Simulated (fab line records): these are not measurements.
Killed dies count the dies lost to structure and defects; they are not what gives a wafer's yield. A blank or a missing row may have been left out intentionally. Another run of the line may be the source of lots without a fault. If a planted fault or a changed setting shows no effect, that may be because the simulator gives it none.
What tool caused it? -- flow sky130 -- 13 lots, 39 wafers sampled, at 5 steps of a route of 708

## WHAT EACH GAUGE READ, for each wafer
SKY_VT_ADJUST_LVTN_OVL_MEAS_07. Usual: VT_ADJUST_LVTN_OVL typically reads 0.0 nm, with standard deviation 1.1.
lot,measured,on,VT_ADJUST_LVTN_OVL (nm),flag
L978,day 6 22:07,overlay-02,-1.0 -1.1 -0.4,
L979,day 7 05:40,overlay-02,2.1 2.0 0.9,
L980,day 7 10:09,overlay-02,-0.2 0.4 0.4,
L983,day 8 05:06,overlay-02,-2.1 -0.3 -0.8,
L984,day 8 10:46,overlay-01,-0.2 0.9 0.9,
L985,day 8 20:01,overlay-02,1.2 0.7 1.7,
L989,day 9 22:42,overlay-02,0.2 0.4 -0.6,
L991,day 10 08:01,overlay-01,-0.2 -2.1 -1.0,
L992,day 10 18:20,overlay-01,1.9 1.6 1.0,
L994,day 11 04:49,overlay-01,-0.5 -0.7 0.0,
L995,day 12 02:40,overlay-01,-0.6 -1.9 -1.2,
L996,day 12 03:28,overlay-02,-0.7 -0.4 -2.5,
L100,day 13 19:19,overlay-01,0.9 -0.7 0.5,

SKY_VT_ADJUST_LVTN_OVL_MEAS_18. Usual: VT_ADJUST_LVTN_01_OVL typically reads -0.8 nm, with standard deviation 1.6.
lot,measured,on,VT_ADJUST_LVTN_01_OVL (nm),flag
L978,day 7 16:58,overlay-02,-3.7 -3.0 -1.5,
L979,day 8 00:09,overlay-01,1.8 2.0 0.2,
L980,day 8 05:24,overlay-01,-1.6 -3.3 -1.4,
L983,day 9 01:31,overlay-02,0.2 -0.9 -0.9,
L984,day 9 07:59,overlay-01,-2.0 -3.0 -2.1,
L985,day 9 17:40,overlay-02,-0.1 -1.1 0.6,
L989,day 10 21:27,overlay-01,-1.1 -0.6 -1.8,
L991,day 11 06:13,overlay-02,1.7 0.6 1.8,
L992,day 11 17:28,overlay-02,-1.2 0.0 -2.4,
L994,day 12 04:46,overlay-01,0.0 -1.1 -0.7,
L995,day 13 02:58,overlay-01,-0.6 -1.5 -0.6,
L996,day 13 03:16,overlay-02,-0.9 -1.7 -0.6,
L100,day 14 21:40,overlay-02,2.6 1.9 1.6,

SKY_VT_ADJUST_HVTR_OVL_MEAS_08. Usual: VT_ADJUST_HVTR_OVL typically reads -0.9 nm, with standard deviation 1.4.
lot,measured,on,VT_ADJUST_HVTR_OVL (nm),flag
L978,day 9 09:36,overlay-02,-3.5 -3.6 -3.8,
L979,day 9 17:42,overlay-01,-2.4 -2.9 -2.2,
L980,day 10 00:36,overlay-01,-1.5 -0.3 -0.5,
L983,day 10 21:53,overlay-01,-2.4 -0.7 -3.3,
L984,day 11 04:27,overlay-01,-1.8 0.9 0.7,
L985,day 11 15:18,overlay-02,2.2 1.6 1.2,
L989,day 12 21:11,overlay-02,0.0 0.6 2.8,
L991,day 13 06:54,overlay-01,-1.2 -0.8 0.1,
L992,day 13 19:20,overlay-02,0.0 0.2 0.0,
L994,day 14 08:20,overlay-01,-0.1 -0.6 -1.3,
L995,day 15 06:40,overlay-01,-0.3 -0.5 0.2,
L996,day 15 07:08,overlay-02,2.6 0.9 0.6,
L100,day 17 04:45,overlay-01,-2.0 -1.2 -2.3,

SKY_VT_ADJUST_PCH_TW_MEAS_10. Usual: VT_ADJUST_PCH_TW typically reads 144.7, with standard deviation 1.5.
lot,measured,on,VT_ADJUST_PCH_TW,flag
L978,day 10 08:05,film metro-01,145.4 145.2 144.4,
L979,day 10 16:29,film metro-02,144.6 144.3 144.0,
L980,day 10 23:00,film metro-01,145.3 144.7 145.0,
L983,day 11 21:43,film metro-01,146.6 146.4 146.8,
L984,day 12 05:14,film metro-01,175.7 175.3 175.7 175.9 175.0 175.6,OFF
L985,day 12 15:19,film metro-02,144.6 144.7 145.4,
L989,day 13 22:32,film metro-01,146.2 146.1 145.1,
L991,day 14 09:30,film metro-04,141.9 142.7 141.4,
L992,day 14 22:46,film metro-01,175.4 175.7 176.1 175.6 175.4 175.5,OFF
L994,day 15 12:08,film metro-02,173.7 173.4 173.1 173.9 174.0 174.8,OFF
L995,day 16 10:13,film metro-02,144.8 144.4 144.6,
L996,day 16 10:42,film metro-02,144.2 143.9 144.0,
L100,day 18 10:46,film metro-04,141.9 143.2 141.9,

## EACH LOT AND THE TOOL THAT RAN IT (in order: tool; ch and the chambers of the sampled wafers; start)
lot,SKY_VT_ADJUST_PCH_IMPLANT_08
L978,"implanter-03 ch 0, day 10 07:50"
L979,"implanter-04 ch 0, day 10 16:14"
L980,"implanter-02 ch 0, day 10 22:45"
L983,"implanter-04 ch 0, day 11 21:28"
L984,"implanter-02 ch 0, day 12 04:42"
L985,"implanter-04 ch 0, day 12 15:04"
L989,"implanter-03 ch 0, day 13 22:17"
L991,"implanter-04 ch 0, day 14 09:15"
L992,"implanter-02 ch 0, day 14 22:10"
L994,"implanter-04 ch 0, day 15 11:36"
L995,"implanter-03 ch 0, day 16 09:59"
L996,"implanter-02 ch 0, day 16 10:27"
L100,"implanter-04 ch 0, day 18 10:31"
- SKY_VT_ADJUST_PCH_IMPLANT_08

## WHAT THE TOOLS THEMSELVES READ (means of the sampled wafers that have a number; where no wafer has one, the mark that the record gives instead)
SKY_VT_ADJUST_PCH_IMPLANT_08. Usual: beam energy keV reads 9.999 (standard deviation 0.0031).
lot,tool,beam energy keV,flag
L978,implanter-03,10.002,
L979,implanter-04,10.001,
L980,implanter-02,9.999,
L983,implanter-04,10.000,
L984,implanter-02,10.001,
L985,implanter-04,10.000,
L989,implanter-03,9.999,
L991,implanter-04,10.000,
L992,implanter-02,10.000,
L994,implanter-04,10.001,
L995,implanter-03,9.998,
L996,implanter-02,10.000,
L100,implanter-04,9.995,

## THE ANSWER, worked out from the rows above alone
Rule: take the mean of a lot's wafers that have a number; if it is more than 3 standard deviations from the usual mean, the lot is off. Also off: a lot with no number at a reading for which 4 or more lots have one. The other lots that the step has rows for count as sound. The gauges are gone through in route order, then the tools' own readings, and for those a lot's mean is taken as printed above. At the first step where some lot is off, the reading lying furthest off is the one used; lots without a number count as furthest.
Off: L984, L992, L994, seen at SKY_VT_ADJUST_PCH_TW_MEAS_10 (VT_ADJUST_PCH_TW).
If a tool, at a process step before that reading, ran all the lots that are off and no sound lot after the first of them, it fits. The gauges at SKY_VT_ADJUST_PCH_TW_MEAS_10 are tried like those tools. None of those tried fits.

## WHAT HAD BEEN PUT IN BY THE SIMULATOR
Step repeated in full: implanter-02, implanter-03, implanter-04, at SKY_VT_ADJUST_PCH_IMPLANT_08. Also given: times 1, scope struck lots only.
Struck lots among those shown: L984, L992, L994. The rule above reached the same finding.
